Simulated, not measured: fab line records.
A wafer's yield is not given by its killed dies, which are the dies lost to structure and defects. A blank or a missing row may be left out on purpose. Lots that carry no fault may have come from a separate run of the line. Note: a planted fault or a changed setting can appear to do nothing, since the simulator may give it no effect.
A lot that was struck, set against a sound lot | flow sfq-line | 42 steps out of a route of 325
Sound: wafers L351.1, L351.2, L351.5. Struck: wafer L359.2. (L359.6 of the same lot was not struck and is left out.) The cause comes at the end.
At each step with rows: each side's tool, then ch and its chambers, then its first start. Under that, the readings that differ: sound wafers | struck wafers | difference of the means | sigmas: that difference in standard deviations of wafers without a fault.
alike: words and numbers the same on both sides, and readings whose means are apart by under 2 such deviations; not compared: readings that were withheld, readings missing a value for some wafer, numbers with overlapping values and no deviation given by the record, and bounds like >300 which may hide the same value.
A row with sigmas, a row that says differs or no value, or rows on one side alone: a step with any of these is where the two part. When numbers do not overlap yet have no deviation, they are printed without sigmas and do not part them. Lack of a reading on every wafer of one side parts them only where that side has two or more wafers.

first, 6 steps without rows for these wafers: SFQ_TRILAYER_I1_VIA_LITHO_COAT_054 (resist thk 62 nm); SFQ_TRILAYER_I1_VIA_LITHO_COAT_049 (resist thk 650 nm); SFQ_TRILAYER_I1_VIA_LITHO_SOFTBAKE_053; SFQ_TRILAYER_I1_VIA_LITHO_EXPOSE_050 (exposes mask I1, target cd 500 nm); SFQ_TRILAYER_I1_VIA_LITHO_PEB_052 (peb time 60 s); SFQ_TRILAYER_I1_VIA_LITHO_DEVELOP_051 (time 60 s).
SFQ_I1_OVL_MEAS_913:
  sound: overlay-01 at day 18 07:56; struck: overlay-02 at day 21 11:33
  reading     | sound | struck | difference | sigmas
  I1_OVL (nm) | 7 5 8 | -7     | -14        | -3
then, 2 steps without rows for these wafers: SFQ_TRILAYER_I1_VIA_BARC_OPEN_VIA_ETCH_071 (etches BARC in O2, target depth 125 nm, time 41.7 s); SFQ_TRILAYER_I1_VIA_ETCH_VIA_ETCH_052 (etches SiO2 in CHF3, stops on Nb, target depth 260 nm).
SFQ_TRILAYER_I1_VIA_STRIP_STRIP_053: strips in O2.
  sound on rie-metal-02 ch 0, day 18 08:08; struck on rie-metal-01 ch 0, day 21 11:44
  reading               | sound             | struck | difference | sigmas
  oes-product-au (a.u.) | 0.984 0.990 0.986 | 1.006  | +0.019     | +3
  alike: drypump-motor-current-A
  not compared: rf-hours-counter-h
then, 2 steps without rows for these wafers: SFQ_TRILAYER_I1_VIA_STRIP_SOLV_CLEAN_054 (cleans in NMP, time 600 s); SFQ_TRILAYER_M2_DEP_PRE_CLEAN_056 (time 22.5 s).
SFQ_TRILAYER_M2_DEP_SPUTTER_055: material Nb, target thk 200 nm, time 133.3 s.
  sound: pvd-sputter-05 at day 18 09:32; struck: pvd-sputter-04 at day 21 12:32
  reading                                             | sound             | struck | difference | sigmas
  model.Nb_of_TRILAYER_M2_DEP_SPUTTER_055.thk-nm (nm) | 198.3 201.8 203.1 | 216.4  | +15.3      |
  alike: resputter-cathode-voltage-v, throttle-valve-pct
SFQ_M2_RS_MEAS_914: measurement is done with a four-point probe.
  sound: film-metro-03 at day 18 09:37; struck: film-metro-03 at day 21 12:39
  reading           | sound             | struck | difference | sigmas
  M2_NB_RS (ohm/sq) | 0.898 0.883 0.879 | 0.824  | -0.063     | -6
then, 6 steps without rows for these wafers: SFQ_TRILAYER_M2_LITHO_COAT_062 (resist thk 62 nm); SFQ_TRILAYER_M2_LITHO_COAT_057 (resist thk 600 nm); SFQ_TRILAYER_M2_LITHO_SOFTBAKE_061; SFQ_TRILAYER_M2_LITHO_EXPOSE_058 (exposes mask M2, target cd 500 nm); SFQ_TRILAYER_M2_LITHO_PEB_060 (peb time 60 s); SFQ_TRILAYER_M2_LITHO_DEVELOP_059 (time 60 s).
-- the record jumps here: 6 days lie between the struck wafers' starts before and after --
SFQ_M2_OVL_MEAS_916:
  sound: overlay-01 at day 24 00:00; struck: overlay-01 at day 27 12:28
  alike: M2_OVL
SFQ_TRILAYER_M2_BARC_OPEN_METAL_ETCH_077: etches BARC in O2, target depth 125 nm, time 41.7 s.
  sound on rie-metal-04 ch 0,1, day 24 00:02; struck on rie-metal-03 ch 0, day 27 12:30
  alike: drypump-motor-current-A, oes-product-au
  not compared: rf-hours-counter-h
SFQ_TRILAYER_M2_ETCH_METAL_ETCH_060: etches Nb in Cl2/Ar, stops on SiO2, target depth 240 nm, time 120 s.
  sound on rie-metal-04 ch 0,1, day 24 00:06; struck on rie-metal-03 ch 0, day 27 12:34
  reading               | sound             | struck | difference | sigmas
  oes-product-au (a.u.) | 0.881 0.903 0.901 | 0.933  | +0.038     | +6
  alike: drypump-motor-current-A
  not compared: rf-hours-counter-h
SFQ_TRILAYER_M2_STRIP_STRIP_061: strips in O2.
  sound on rie-metal-04 ch 0,1, day 24 00:13; struck on rie-metal-03 ch 0, day 27 12:41
  alike: drypump-motor-current-A, oes-product-au
  not compared: rf-hours-counter-h
then, 1 step without rows for these wafers: SFQ_TRILAYER_M2_STRIP_SOLV_CLEAN_062 (cleans in NMP, time 600 s).
SFQ_TRILAYER_I2_DEP_PECVD_063: deposits SiO2 from SiH4/N2O, time 111.11 s, target thk 500 nm.
  sound on pecvd-04 ch 0,1,2, day 24 01:00; struck on pecvd-04 ch 0, day 27 13:28
  alike: chamber-pressure-Torr, heater-power-w, throttle-valve-pct
then, 1 step without rows for these wafers: SFQ_TRILAYER_I2_CMP_CMP_064 (polishes SiO2).
SFQ_I2_BOW_MEAS_917:
  sound: film-metro-03 at day 24 18:25; struck: film-metro-03 at day 27 16:34
  alike: I2_BOW
SFQ_TRILAYER_I2_METRO_MEASURE_065:
  sound: film-metro-03 at day 24 18:32; struck: film-metro-03 at day 27 16:52
  alike: thk-nm
then, 6 steps without rows for these wafers: SFQ_TRILAYER_I2_VIA_LITHO_COAT_072 (resist thk 62 nm); SFQ_TRILAYER_I2_VIA_LITHO_COAT_067 (resist thk 650 nm); SFQ_TRILAYER_I2_VIA_LITHO_SOFTBAKE_071; SFQ_TRILAYER_I2_VIA_LITHO_EXPOSE_068 (exposes mask I2, target cd 500 nm); SFQ_TRILAYER_I2_VIA_LITHO_PEB_070 (peb time 60 s); SFQ_TRILAYER_I2_VIA_LITHO_DEVELOP_069 (time 60 s).
-- the record jumps here: 7 days lie between the struck wafers' starts before and after --
SFQ_I2_OVL_MEAS_918:
  sound: overlay-01 at day 31 03:13; struck: overlay-01 at day 34 05:17
  alike: I2_OVL
then, 5 steps without rows for these wafers: SFQ_TRILAYER_I2_VIA_BARC_OPEN_VIA_ETCH_096 (etches BARC in O2, target depth 125 nm, time 41.7 s); SFQ_TRILAYER_I2_VIA_ETCH_VIA_ETCH_070 (etches SiO2 in CHF3, stops on Nb, target depth 260 nm); SFQ_TRILAYER_I2_VIA_STRIP_STRIP_071 (strips in O2); SFQ_TRILAYER_I2_VIA_STRIP_SOLV_CLEAN_072 (cleans in NMP, time 600 s); SFQ_TRILAYER_M3_DEP_PRE_CLEAN_074 (time 22.5 s).
-- the record jumps here: 52 days lie between the struck wafers' starts before and after --
SFQ_M8_BOW_MEAS_951:
  sound: film-metro-04 at day 80 23:04; struck: film-metro-03 at day 86 14:13
  reading                 | sound                | struck | difference | sigmas
  model.etest.m2.ohm-um   | 1.795 1.762 1.754    | 1.643  | -0.127     |
  model.etest.i1.link-ohm | 1.98 1.952 1.943     | 1.874  | -0.084     |
  model.etest.m2.ohm-sq   | 0.8981 0.8825 0.8767 | 0.8229 | -0.0629    |
  model.etest.i2.link-ohm | 1.971 1.957 1.942    | 1.909  | -0.048     |
  alike: M8_BOW

== WHERE THEY PART ==
Earliest at SFQ_I1_OVL_MEAS_913; latest, in this record, at SFQ_TRILAYER_M2_ETCH_METAL_ETCH_060. Later steps at which nothing parts them and some readings are alike: SFQ_TRILAYER_M2_STRIP_STRIP_061, SFQ_TRILAYER_I2_DEP_PECVD_063, SFQ_I2_BOW_MEAS_917, SFQ_TRILAYER_I2_METRO_MEASURE_065, SFQ_I2_OVL_MEAS_918, SFQ_M8_BOW_MEAS_951.

WHY: what the simulator had put in
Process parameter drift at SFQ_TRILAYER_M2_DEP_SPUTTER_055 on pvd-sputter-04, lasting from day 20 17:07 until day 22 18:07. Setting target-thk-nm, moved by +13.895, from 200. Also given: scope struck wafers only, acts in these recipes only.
